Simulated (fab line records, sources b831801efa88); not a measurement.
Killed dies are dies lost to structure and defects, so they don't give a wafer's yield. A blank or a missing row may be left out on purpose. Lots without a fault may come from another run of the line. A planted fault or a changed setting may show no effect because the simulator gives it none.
fab line records | flow sky130
record lots=6 wafers=18 last_day=50
route steps=708 shown SONOS_ONO@176 GATE_OXIDE@187 POLY_GATE@204 PAD_OPEN@708
lots that met no fault: from a run of the same line without faults
start_h: hours from the record's first day to the start of the lot's first wafer shown | wait_h: hours since the lot's step before | " the same as in the row above | L1.1+2: a row that stands for several wafers | - no value, or no start given | * or withheld: withheld | < > ~ a bound
route shown NAME@n: a module of which the file shows steps, and the number in the route of the first | usual: mean/standard deviation of fault-free wafers | same: alike in all rows | chamber/n: place in a boat | sites: the reading at each site | _std_site: their standard deviation | _edge_site: outer sites' mean less inner sites' | radius_mm: how far each site lies from the wafer's centre | mask NAME#n: copy n | behind: the tool/chamber that last shaped the wafer | hold: why the lot was held/for how many hours/how that ended | device: the transistor (n, p or np) that didn't switch | end of line: the same wafers' tests at the end of the route | a step without rows: its recipe alone | killed: dies lost to structure and defects at the first sort, not the wafer's yield | map: a wafer's dies, x killed, . not, _ none there
set.NAME: the setting as run; set.NAME@STEP: as run at that earlier step | model.NAME: the simulator's own value behind a step, which no gauge read
lots at some steps of the route; a table a step, a row a wafer
services: from which hour (start_h, from the record's first day; less than 0 if before it) a tool's chamber was out of use, for how many hours, and why
## steps
# step SKY_SONOS_ONO_COAT_08
# recipe resist=NOVOLAK spin_rpm=3000 resist_thk_nm=1140
# step SKY_SONOS_ONO_SOFTBAKE_09
# recipe temp_c=90 time_s=59.1 resist=NOVOLAK
# step SKY_SONOS_ONO_EXPOSE_10
# recipe mask_id=ONOM target_cd_nm=410 na=0.6 source_shape=conventional sigma_outer=0.6 dose_mj=150
# step SKY_SONOS_ONO_PEB_11
# recipe temp_c=withheld time_s=* resist=NOVOLAK
# step SKY_SONOS_ONO_DEVELOP_12
# recipe develop_time_s=60 dev_temp_c=23
# step SKY_SONOS_ONO_CD_MEAS_13
# recipe target_cd_nm=410
# usual cd_nm=409.3/2.3
# columns lot.wafer tool chamber start_h wait_h cd_nm
L808.1 cd_sem-02 - 286.35 0.1 409.2
L808.4 " - " " 407.6
L808.6 " - " " 407.6
L809.1 cd_sem-02 - 293.21 0.3 409.2
L809.5 " - " " 410.2
L809.6 " - " " 410.9
L816.1 cd_sem-02 - 355.00 0.1 406.8
L816.2 " - " " 407.4
L816.3 " - " " 403.9
L817.1 cd_sem-02 - 355.65 0.1 412.1
L817.2 " - " " 412.1
L817.4 " - " " 410.8
L821.1 cd_sem-02 - 388.49 0.1 407.0
L821.2 " - " " 408.8
L821.3 " - " " 406.2
L830.4 cd_sem-01 - 464.00 0.1 409.1
L830.5 " - " " 409.5
L830.6 " - " " 409.0
# step SKY_SONOS_ONO_OVL_MEAS_14
# usual SONOS_ONO_OVL=0.3/1.4
# columns lot.wafer tool chamber start_h wait_h SONOS_ONO_OVL[nm]
L808.1 overlay-02 - 286.47 0.1 1.5
L808.4 " - " " 1.6
L808.6 " - " " 2.7
L809.1 overlay-02 - 293.33 0.1 0.5
L809.5 " - " " 0.1
L809.6 " - " " 1.9
L816.1 overlay-02 - 355.12 0.1 2.3
L816.2 " - " " 0.6
L816.3 " - " " 1.2
L817.1 overlay-02 - 355.77 0.1 0.2
L817.2 " - " " 0.5
L817.4 " - " " 0.9
L821.1 overlay-01 - 388.61 0.1 -0.9
L821.2 " - " " -2.6
L821.3 " - " " -1.4
L830.4 overlay-02 - 464.08 0.1 0.9
L830.5 " - " " 0.7
L830.6 " - " " 0.4
# step SKY_SONOS_ONO_ETCH_15
# recipe target_depth_nm=19.52 chemistry=CHF3/O2 source_w=600 bias_w=200 pressure_mtorr=40 chf3_flow_sccm=50 O2_flow_sccm=5 time_s=7.8
# usual bias_w=200.0/0.55 drypump_motor_current_A=5.5/0.39 oes_product_au=0.999/0.008 throttle_valve_pct=8.824/0.0092
# same time_s=7.8
# columns lot.wafer tool chamber start_h wait_h bias_w drypump_motor_current_A oes_product_au rf_hours_counter_h throttle_valve_pct
L808.1 rie_diel-03 2 286.51 0.0 200.6 6.0 1.001 38 8.831
L808.4 " 0 " " 199.8 5.0 1.013 22 8.826
L808.6 " 0 " " 199.8 5.1 1.014 - 8.844
L809.1 rie_diel-02 0 293.37 0.0 199.4 6.1 1.003 13 8.814
L809.5 " 1 " " 201.1 5.7 1.003 - 8.827
L809.6 " 0 " " 200.1 6.0 0.998 - 8.842
L816.1 rie_diel-02 2 355.16 0.0 200.8 5.7 0.978 52 8.825
L816.2 " 0 " " 201.2 6.0 1.004 14 8.806
L816.3 " 1 " " 199.8 5.7 1.004 4 8.837
L817.1 rie_diel-03 1 355.81 0.0 199.8 5.6 1.005 16 8.838
L817.2 " 0 " " 200.2 5.0 0.997 24 8.810
L817.4 " 3 " " 199.7 5.4 1.013 3 8.833
L821.1 rie_diel-02 1 388.65 0.0 200.2 5.7 1.007 5 8.830
L821.2 " 0 " " 200.1 6.0 1.006 14 8.809
L821.3 " 2 " " 200.5 5.7 0.989 53 8.825
L830.4 rie_diel-03 2 464.10 0.0 199.9 6.1 1.001 42 8.823
L830.5 " 3 " " 199.8 5.4 1.004 - 8.823
L830.6 " 2 " " 200.2 6.1 1.000 - 8.833
# step SKY_SONOS_ONO_WET_ETCH_16
# recipe chemistry=dHF target_depth_nm=14 dry=n2_spin target=SiO2 dilution=100:1 temp_c=25 time_s=280
# step SKY_SONOS_ONO_STRIP_17
# recipe chemistry=O2/N2 power_w=1400 pressure_mtorr=1500 platen_temp_c=withheld o2_flow_sccm=3000 n2_flow_sccm=300 overash_fraction=0.5
# usual drypump_motor_current_A=5.3/0.42 oes_product_au=0.711/0.0045 strip_time_to_endpoint_s=14.09/0.039
# columns lot.wafer tool chamber start_h wait_h drypump_motor_current_A oes_product_au rf_hours_counter_h strip_time_to_endpoint_s
L808.1 plasma_asher-04 0 286.62 0.0 5.6 0.712 47 14.08
L808.4 " 1 " " 5.1 0.723 - 14.09
L808.6 " 0 " " 5.7 0.709 - 14.09
L809.1 plasma_asher-01 0 293.48 0.0 5.4 0.708 17 14.07
L809.5 " 1 " " 5.5 0.709 - 14.09
L809.6 " 0 " " 5.5 0.717 - 14.11
L816.1 plasma_asher-02 1 355.26 0.0 4.7 0.719 67 14.04
L816.2 " 0 " " 5.8 0.720 67 14.07
L816.3 " 1 " " 4.7 0.715 - 14.04
L817.1 plasma_asher-02 0 355.91 0.0 5.9 0.705 67 14.11
L817.2 " 1 " " 4.7 0.708 67 14.10
L817.4 " 1 " " 4.7 0.713 - 14.09
L821.1 plasma_asher-02 1 388.77 0.0 4.7 0.712 70 14.12
L821.2 " 0 " " 5.8 0.709 70 14.13
L821.3 " 0 " " 5.8 0.718 - 14.07
L830.4 plasma_asher-04 0 464.24 0.0 5.6 0.708 - 14.12
L830.5 " 0 " " 5.6 0.709 - 14.05
L830.6 " 1 " " 5.0 0.706 - 14.11
# step SKY_SONOS_ONO_WET_ETCH_18
# recipe chemistry=H3PO4 target_depth_nm=15 target=Si3N4 temp_c=160 time_s=172
# step SKY_GATE_OXIDE_CLEAN_00
# recipe chemistry=SC1/SC2 mix=1:4:20 temp_c=70 time_s=150 dry=n2_spin
# step SKY_GATE_OXIDE_OXIDATION_01
# recipe temp_c=900 ambient=O2 stabilise_s=600 purge_s=300 target_thk_a=102.68 ox_time_s=1473
# usual ox_temp_c=900.0/0.43
# columns lot.wafer tool chamber start_h wait_h ox_temp_c model.SiO2_of_GATE_OXIDE_OXIDATION_01.thk_nm
L808.1 furnace-01 0 286.83 0.0 900.6 9.848
L808.4 " 0 " " 899.4 9.957
L808.6 " 0 " " 899.7 9.999
L809.1 furnace-02 0 298.39 4.7 898.7 10.29
L809.5 " 0 " " 900.1 10.17
L809.6 " 0 " " 899.9 10.23
L816.1 furnace-01 0 356.63 1.2 900.7 8.82
L816.2 " 0 " " 899.9 8.702
L816.3 " 0 " " 900.5 8.602
L817.1 furnace-01 0 356.63 0.5 899.3 8.799
L817.2 " 0 " " 899.3 8.789
L817.4 " 0 " " 900.0 8.776
L821.1 furnace-02 0 390.97 2.0 899.8 10.31
L821.2 " 0 " " 900.0 10.32
L821.3 " 0 " " 900.1 10.19
L830.4 furnace-02 0 464.41 0.0 900.7 10.26
L830.5 " 0 " " 900.0 10.42
L830.6 " 0 " " 899.8 10.44
# step SKY_GATE_OXIDE_THK_MEAS_02
# recipe reads=SiO2_of_GATE_OXIDE_OXIDATION_01
# usual GATE_OXIDE_OXIDATION_00_THK=10.22/0.19
# columns lot.wafer tool chamber start_h wait_h GATE_OXIDE_OXIDATION_00_THK[nm]
L808.1 film_metro-04 - 288.24 0.0 9.83
L808.4 " - " " 9.93
L808.6 " - " " 9.98
L809.1 film_metro-03 - 299.80 0.0 10.36
L809.5 " - " " 10.18
L809.6 " - " " 10.22
L816.1 film_metro-04 - 358.04 0.0 8.87
L816.2 " - " " 8.71
L816.3 " - " " 8.61
L817.1 film_metro-03 - 358.04 0.0 8.80
L817.2 " - " " 8.75
L817.4 " - " " 8.75
L821.1 film_metro-04 - 392.38 0.0 10.29
L821.2 " - " " 10.34
L821.3 " - " " 10.19
L830.4 film_metro-02 - 465.85 0.0 10.28
L830.5 " - " " 10.40
L830.6 " - " " 10.48
# step SKY_GATE_OXIDE_DEHYDRATE_03
# recipe temp_c=200 time_s=60
# step SKY_GATE_OXIDE_HMDS_04
# recipe prime_time_s=60 prime_temp_c=120
# step SKY_GATE_OXIDE_COAT_05
# recipe resist=NOVOLAK spin_rpm=3000 resist_thk_nm=1140
# step SKY_GATE_OXIDE_SOFTBAKE_06
# recipe temp_c=90 time_s=60 resist=NOVOLAK
# step SKY_GATE_OXIDE_EXPOSE_07
# recipe mask_id=LVOM na=0.6 source_shape=conventional sigma_outer=0.6 polarization=unpolarized target_cd_nm=600 dose_mj=170
# step SKY_GATE_OXIDE_PEB_08
# recipe temp_c=withheld time_s=* resist=NOVOLAK
# step SKY_GATE_OXIDE_DEVELOP_09
# recipe resist=NOVOLAK developer=TMAH develop_time_s=60 dev_temp_c=23
# step SKY_GATE_OXIDE_OVL_MEAS_10
# usual GATE_OXIDE_OVL=1.0/1.4
# columns lot.wafer tool chamber start_h wait_h GATE_OXIDE_OVL[nm]
L808.1 overlay-01 - 312.95 0.1 3.4
L808.4 " - " " 1.8
L808.6 " - " " 0.4
L809.1 overlay-02 - 324.79 0.1 1.4
L809.5 " - " " 0.8
L809.6 " - " " 2.0
L817.1 overlay-01 - 384.67 0.1 1.2
L817.2 " - " " 0.6
L817.4 " - " " 1.2
L816.1 overlay-02 - 384.97 0.1 0.5
L816.2 " - " " -1.6
L816.3 " - " " 0.1
L821.1 overlay-02 - 420.89 0.1 -0.3
L821.2 " - " " 1.6
L821.3 " - " " 2.0
L830.4 overlay-01 - 495.98 0.1 0.8
L830.5 " - " " 0.4
L830.6 " - " " 0.5
# step SKY_GATE_OXIDE_IMPLANT_11
# recipe species=B energy_kev=10 dose_cm2=2.6e+12 tilt_deg=withheld
# step SKY_GATE_OXIDE_WET_ETCH_12
# recipe chemistry=dHF target_depth_nm=16.8 dry=n2_spin target=SiO2 dilution=100:1 temp_c=25 time_s=336
# step SKY_GATE_OXIDE_STRIP_13
# recipe chemistry=O2/N2 power_w=1400 pressure_mtorr=1500 platen_temp_c=withheld o2_flow_sccm=3000 n2_flow_sccm=300 overash_fraction=0.5
# usual drypump_motor_current_A=5.5/0.38 oes_product_au=0.715/0.0049 strip_time_to_endpoint_s=14.16/0.039
# columns lot.wafer tool chamber start_h wait_h drypump_motor_current_A oes_product_au rf_hours_counter_h strip_time_to_endpoint_s
L808.1 plasma_asher-03 1 313.23 0.0 5.6 0.718 63 14.20
L808.4 " 1 " " 5.5 0.717 - 14.17
L808.6 " 0 " " 6.0 0.710 - 14.22
L809.1 plasma_asher-01 1 325.08 0.0 5.5 0.718 20 14.22
L809.5 " 0 " " 5.5 0.706 - 14.20
L809.6 " 1 " " 5.5 0.722 - 14.16
L817.1 plasma_asher-02 0 384.95 0.0 5.9 0.708 70 14.11
L817.2 " 1 " " 4.7 0.714 70 14.08
L817.4 " 0 " " 5.9 0.716 - 14.09
L816.1 plasma_asher-03 0 385.25 0.0 6.0 0.715 70 14.17
L816.2 " 1 " " 5.5 0.716 70 14.24
L816.3 " 0 " " 6.0 0.720 - 14.26
L821.1 plasma_asher-03 0 421.18 0.0 6.0 0.718 73 14.16
L821.2 " 1 " " 5.6 0.730 73 14.18
L821.3 " 0 " " 6.0 0.713 - 14.19
L830.4 plasma_asher-03 0 496.29 0.0 6.0 0.721 - 14.10
L830.5 " 1 " " 5.5 0.717 - 14.08
L830.6 " 0 " " 5.9 0.727 - 14.11
# step SKY_GATE_OXIDE_TW_MEAS_14
# usual GATE_OXIDE_TW=223.4/1.7
# columns lot.wafer tool chamber start_h wait_h GATE_OXIDE_TW
L808.1 film_metro-04 - 313.33 0.1 225.1
L808.4 " - " " 227.0
L808.6 " - " " 225.7
L809.1 film_metro-04 - 325.18 0.1 226.1
L809.5 " - " " 227.4
L809.6 " - " " 225.3
L817.1 film_metro-04 - 385.05 0.1 226.1
L817.2 " - " " 227.0
L817.4 " - " " 226.6
L816.1 film_metro-04 - 385.35 0.1 226.5
L816.2 " - " " 224.5
L816.3 " - " " 225.9
L821.1 film_metro-03 - 421.28 0.1 221.1
L821.2 " - " " 221.6
L821.3 " - " " 221.7
L830.4 film_metro-03 - 496.38 0.1 221.7
L830.5 " - " " 222.4
L830.6 " - " " 222.2
# step SKY_GATE_OXIDE_CLEAN_15
# recipe chemistry=SC1/SC2 mix=1:4:20 temp_c=70 time_s=150 dry=n2_spin
# step SKY_GATE_OXIDE_OXIDATION_16
# recipe temp_c=800 ambient=O2 idle_temp_c=700 ramp_up_c_per_min=10 ramp_down_c_per_min=3 stabilise_s=600 purge_s=300 target_thk_a=35.7 ox_time_s=1915
# usual ox_temp_c=800.0/0.34 ramp_up_c_per_min=9.9998/0.0019
# columns lot.wafer tool chamber start_h wait_h ox_temp_c ramp_up_c_per_min model.SiO2_of_GATE_OXIDE_OXIDATION_01.thk_nm
L808.1 furnace-01 0 317.25 3.8 799.9 9.9993 11.22
L808.4 " 0 " " 799.8 9.9992 11.36
L808.6 " 0 " " 799.7 10.000 11.34
L809.1 furnace-01 0 327.41 2.1 799.5 9.9970 11.64
L809.5 " 0 " " 800.0 9.9954 11.52
L809.6 " 0 " " 800.1 10.002 11.56
L816.1 furnace-02 0 387.01 1.5 799.9 10.001 10.28
L816.2 " 0 " " 799.8 9.9982 10.19
L816.3 " 0 " " 800.6 10.001 10.06
L817.1 furnace-02 0 387.01 1.8 799.6 10.002 10.23
L817.2 " 0 " " 800.3 9.9987 10.23
L817.4 " 0 " " 799.9 9.9963 10.21
L821.1 furnace-01 0 423.14 1.7 799.4 10.002 11.65
L821.2 " 0 " " 800.3 10.001 11.67
L821.3 " 0 " " 800.2 10.002 11.54
L830.4 furnace-01 0 497.29 0.8 799.9 9.9965 11.6
L830.5 " 0 " " 799.6 10.003 11.76
L830.6 " 0 " " 799.9 9.9981 11.79
# step SKY_POLY_GATE_CVD_00
# recipe material=poly-Si target_thk_nm=180 temp_c=620 time_s=720 pressure_mtorr=200
# step SKY_PAD_OPEN_PROBE_99
# usual killed_at_M0_to_M3=44/7.1 killed_at_M4_up=3.1/1.9 killed_at_contacts=25/5.8 killed_at_front_end=16/4.5 killed_at_other=0.3/0.52 killed_dies=88/9.1 killed_on_rim=17/4 killed_open=48/6.8 killed_short=39/5.8
# same gross_dies=492 killed_at_back_side=0
# columns lot.wafer tool chamber start_h wait_h killed_at_M0_to_M3 killed_at_M4_up killed_at_contacts killed_at_front_end killed_at_other killed_dies killed_on_rim killed_open killed_short model.etest.nfet_16v.r_on_ohm_um model.etest.pfet_16v.r_on_ohm_um model.etest.pfet_g5v0d10v5.r_on_ohm_um model.etest.tip_sonos.rs_ohm_sq model.etest.nfet_g5v0d10v5.r_on_ohm_um model.etest.nfet_g5v0d10v5.drive_ua_um model.etest.nfet_05v0_nvt.drive_ua_um model.etest.pfet_g5v0d10v5.drive_ua_um
L808.1 prober-02 - 1080.06 0.1 49 5 28 19 0 101 24 55 46 1.371e+04 1.498e+04 4619 2601 1867 625.6 591 357.3
L808.4 prober-02 - 1080.21 0.2 47 2 32 17 1 99 20 56 43 1.396e+04 1.501e+04 4650 2628 1857 616.4 587.3 351.6
L808.6 prober-02 - 1080.31 0.2 43 5 22 22 1 93 27 51 42 1.392e+04 1.495e+04 4680 2636 1855 619.1 583.7 352.9
L809.1 prober-01 - 1089.91 0.1 35 5 21 18 0 79 10 47 32 1.41e+04 1.524e+04 4746 2678 1902 602.8 575.3 342.9
L809.5 prober-01 - 1090.11 0.2 49 2 22 19 0 92 18 53 36 1.397e+04 1.528e+04 4739 2655 1874 612.8 577.9 345.9
L809.6 prober-01 - 1090.16 0.2 41 4 19 18 0 82 18 42 39 1.404e+04 1.502e+04 4788 2661 1897 606.5 576.7 342.4
L816.1 prober-01 - 1137.02 0.1 58 8 32 13 0 111 21 54 57 1.342e+04 1.508e+04 4450 2367 1773 672.9 638.2 373
L816.2 prober-01 - 1137.07 0.1 59 4 26 14 0 103 22 51 50 1.321e+04 1.492e+04 4417 2331 1762 680.2 643.4 375
L816.3 prober-01 - 1137.12 0.2 44 8 18 7 0 77 16 41 35 1.332e+04 1.488e+04 4403 2317 1750 686.5 648.3 381.9
L817.1 prober-01 - 1139.30 0.1 40 6 31 21 0 98 21 49 49 1.357e+04 1.472e+04 4377 2466 1750 689.1 639.6 384.5
L817.2 prober-01 - 1139.35 0.1 46 3 34 12 0 95 14 49 46 1.351e+04 1.488e+04 4487 2452 1782 681.8 641 371
L817.4 prober-01 - 1139.45 0.2 38 1 37 12 0 88 15 47 41 1.352e+04 1.475e+04 4395 2460 1753 687.6 645.3 379.6
L821.1 prober-02 - 1157.66 0.1 49 3 23 16 0 91 14 49 41 1.425e+04 1.556e+04 4754 2648 1898 593.7 569.5 342.2
L821.2 prober-02 - 1157.71 0.1 42 3 31 17 0 93 18 49 44 1.422e+04 1.547e+04 4741 2643 1906 594.4 569.4 342
L821.3 prober-02 - 1157.76 0.2 36 4 26 25 1 92 16 49 42 1.418e+04 1.535e+04 4843 2605 1914 602.5 572.5 335.9
L830.4 prober-02 - 1197.12 0.2 39 4 21 9 1 74 17 39 35 1.395e+04 1.541e+04 4788 2667 1861 609.8 575.9 337.6
L830.5 prober-02 - 1197.17 0.2 40 8 21 17 2 88 19 38 48 1.402e+04 1.552e+04 4798 2658 1877 605 567.8 333.9
L830.6 prober-02 - 1197.22 0.2 38 3 21 16 0 78 13 46 32 1.404e+04 1.533e+04 4746 2695 1874 593.2 566.7 340.5
# killed by level:class
L808.1 VIA1:geometric_particle:open=14 METAL2:geometric_particle:short=11 VIA2:geometric_particle:open=10 LOCAL_INTERCONNECT:geometric_particle:short=7 CONTACT:geometric_particle:short=7 POLY_GATE:geometric_particle:short=6 LI_CONTACT:geometric_particle:open=6 FIELD_ISO:geometric_particle:open=5
L808.4 CONTACT:geometric_particle:open=12 VIA1:geometric_particle:open=11 METAL2:geometric_particle:short=7 LI_CONTACT:geometric_particle:open=7 METAL1:geometric_particle:short=7 VIA3:geometric_particle:open=7 POLY_GATE:geometric_particle:open=6 POLY_GATE:geometric_particle:short=5
L808.6 VIA1:geometric_particle:open=11 CONTACT:geometric_particle:open=9 POLY_GATE:geometric_particle:open=7 LI_CONTACT:geometric_particle:open=7 FIELD_ISO:geometric_particle:short=6 METAL2:geometric_particle:short=6 VIA3:geometric_particle:open=6 METAL1:geometric_particle:short=5
L809.1 VIA1:geometric_particle:open=10 CONTACT:geometric_particle:open=10 CONTACT:geometric_particle:short=5 VIA2:geometric_particle:open=5 FIELD_ISO:geometric_particle:short=4 POLY_GATE:geometric_particle:open=4 POLY_GATE:geometric_particle:short=4 LI_CONTACT:geometric_particle:open=4
L809.5 CONTACT:geometric_particle:open=11 METAL2:geometric_particle:short=11 VIA2:geometric_particle:open=9 VIA1:geometric_particle:open=8 VIA3:geometric_particle:open=7 FIELD_ISO:geometric_particle:open=5 VIA3:geometric_particle:short=5 LI_CONTACT:geometric_particle:open=4
L809.6 VIA1:geometric_particle:open=7 METAL1:geometric_particle:short=7 VIA3:geometric_particle:open=6 LI_CONTACT:geometric_particle:open=5 CONTACT:geometric_particle:open=5 POLY_GATE:geometric_particle:open=4 VIA1:geometric_particle:short=4 CONTACT:geometric_particle:short=4
L816.1 CONTACT:geometric_particle:open=15 METAL1:geometric_particle:short=10 VIA1:geometric_particle:open=9 METAL2:geometric_particle:short=8 CONTACT:geometric_particle:short=8 VIA2:geometric_particle:open=8 METAL4:geometric_particle:short=6 VIA3:geometric_particle:short=6
L816.2 VIA1:geometric_particle:open=15 CONTACT:geometric_particle:open=8 METAL3:geometric_particle:short=8 METAL2:geometric_particle:short=7 VIA3:geometric_particle:open=6 LOCAL_INTERCONNECT:geometric_particle:short=6 METAL1:geometric_particle:short=6 VIA1:geometric_particle:short=6
L816.3 VIA1:geometric_particle:open=10 VIA2:geometric_particle:open=8 VIA3:geometric_particle:open=7 METAL1:geometric_particle:short=5 METAL4:geometric_particle:short=5 LOCAL_INTERCONNECT:geometric_particle:short=4 LI_CONTACT:geometric_particle:open=4 METAL2:geometric_particle:short=4
L817.1 VIA1:geometric_particle:open=12 CONTACT:geometric_particle:open=10 LOCAL_INTERCONNECT:geometric_particle:short=8 FIELD_ISO:geometric_particle:short=7 LI_CONTACT:geometric_particle:open=5 CONTACT:geometric_particle:short=4 VIA1:geometric_particle:short=4 METAL2:geometric_particle:short=4
L817.2 VIA1:geometric_particle:open=12 CONTACT:geometric_particle:open=12 CONTACT:geometric_particle:short=6 METAL1:geometric_particle:short=6 POLY_GATE:geometric_particle:short=5 LI_CONTACT:geometric_particle:short=5 LI_CONTACT:geometric_particle:open=5 VIA2:geometric_particle:open=5
L817.4 LOCAL_INTERCONNECT:geometric_particle:short=11 CONTACT:geometric_particle:open=11 VIA1:geometric_particle:open=11 CONTACT:geometric_particle:short=7 VIA1:geometric_particle:short=7 POLY_GATE:geometric_particle:open=5 LI_CONTACT:geometric_particle:open=4 LOCAL_INTERCONNECT:geometric_particle:open=4
L821.1 VIA1:geometric_particle:open=14 VIA3:geometric_particle:open=7 LI_CONTACT:geometric_particle:open=6 LOCAL_INTERCONNECT:geometric_particle:short=6 CONTACT:geometric_particle:open=6 VIA1:geometric_particle:short=6 FIELD_ISO:geometric_particle:short=5 METAL1:geometric_particle:short=5
L821.2 CONTACT:geometric_particle:open=10 CONTACT:geometric_particle:short=9 LI_CONTACT:geometric_particle:open=7 VIA3:geometric_particle:open=7 VIA1:geometric_particle:open=7 FIELD_ISO:geometric_particle:short=6 METAL1:geometric_particle:short=5 METAL2:geometric_particle:short=5
L821.3 FIELD_ISO:geometric_particle:open=11 VIA1:geometric_particle:open=9 LI_CONTACT:geometric_particle:open=8 CONTACT:geometric_particle:open=7 METAL1:geometric_particle:short=6 FIELD_ISO:geometric_particle:short=5 METAL2:geometric_particle:short=4 POLY_GATE:geometric_particle:short=4
L830.4 VIA1:geometric_particle:open=9 METAL1:geometric_particle:short=8 CONTACT:geometric_particle:open=8 LI_CONTACT:geometric_particle:open=6 METAL3:geometric_particle:short=4 VIA2:geometric_particle:short=4 VIA2:geometric_particle:open=4 POLY_CUT:geometric_particle:open=3
L830.5 CONTACT:geometric_particle:open=10 VIA2:geometric_particle:open=8 VIA1:geometric_particle:open=7 LOCAL_INTERCONNECT:geometric_particle:short=6 METAL2:geometric_particle:short=6 FIELD_ISO:geometric_particle:short=5 POLY_GATE:geometric_particle:open=5 METAL1:geometric_particle:short=5
L830.6 CONTACT:geometric_particle:open=9 VIA3:geometric_particle:open=9 VIA1:geometric_particle:open=8 FIELD_ISO:geometric_particle:open=5 METAL1:geometric_particle:short=5 POLY_GATE:geometric_particle:open=4 CONTACT:geometric_particle:short=4 LI_CONTACT:geometric_particle:open=3
## services
# columns tool chamber start_h hours kind
rie_diel-02 2 278.79 5.1 repair
plasma_asher-02 - 303.53 2.1 repair
plasma_asher-03 - 304.21 1.6 repair
rie_diel-03 - 328.02 0.5 repair
rie_diel-02 0 358.27 10.7 repair
furnace-02 - 359.00 14.8 repair
furnace-02 - 373.80 3.1 pm
rie_diel-02 2 402.68 3.6 repair
rie_diel-03 - 402.86 0.9 repair
furnace-01 - 418.78 3.0 pm
plasma_asher-03 - 421.28 9.0 pm
plasma_asher-03 0 421.28 9.0 vent_cycle
plasma_asher-03 1 421.28 9.0 vent_cycle
plasma_asher-03 0 430.28 - clean
plasma_asher-03 1 430.28 - clean
plasma_asher-02 - 442.47 2.1 repair
plasma_asher-02 - 452.42 1.6 repair
furnace-02 - 469.98 3.8 pm
plasma_asher-04 - 471.13 0.5 repair
plasma_asher-03 - 473.48 14.6 pm
plasma_asher-01 - 487.77 3.3 repair
plasma_asher-03 - 488.21 2.8 repair
furnace-02 - 490.39 11.5 pm
## key
first_sign step=SKY_GATE_OXIDE_THK_MEAS_02 reading=GATE_OXIDE_OXIDATION_00_THK direction=down sigmas=7.7 usual=10.22 struck=8.75
effect none on later readings
model_effect step=SKY_GATE_OXIDE_OXIDATION_01 value=SiO2_of_GATE_OXIDE_OXIDATION_01.thk_nm without=10.23 struck=8.748
model_effect step=SKY_GATE_OXIDE_OXIDATION_16 value=SiO2_of_GATE_OXIDE_OXIDATION_01.thk_nm without=11.57 struck=10.2
model_effect step=SKY_PAD_OPEN_PROBE_99 value=etest.nfet_16v.r_on_ohm_um without=1.416e+04 struck=1.342e+04
met_at SKY_GATE_OXIDE_OXIDATION_01
struck_wafers L816.1,L816.2,L816.3,L817.1,L817.2,L817.4
tester_left_out L816,L817
onset_between 286.83 356.63
fault kind=process_parameter_drift tool=furnace-01 chamber=- onset_h=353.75 steps=SKY_GATE_OXIDE_OXIDATION_01 channel=ox_time_s offset=* shape=step end_h=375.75 acts_in=* stated=*
# tester_left_out: of these lots the tester's yield and bins aren't shown, on N5 and GAA mostly nor the transistor test; their killed dies are dies lost to structure and defects alone, not to doping, threshold or leakage, so they don't give the yield
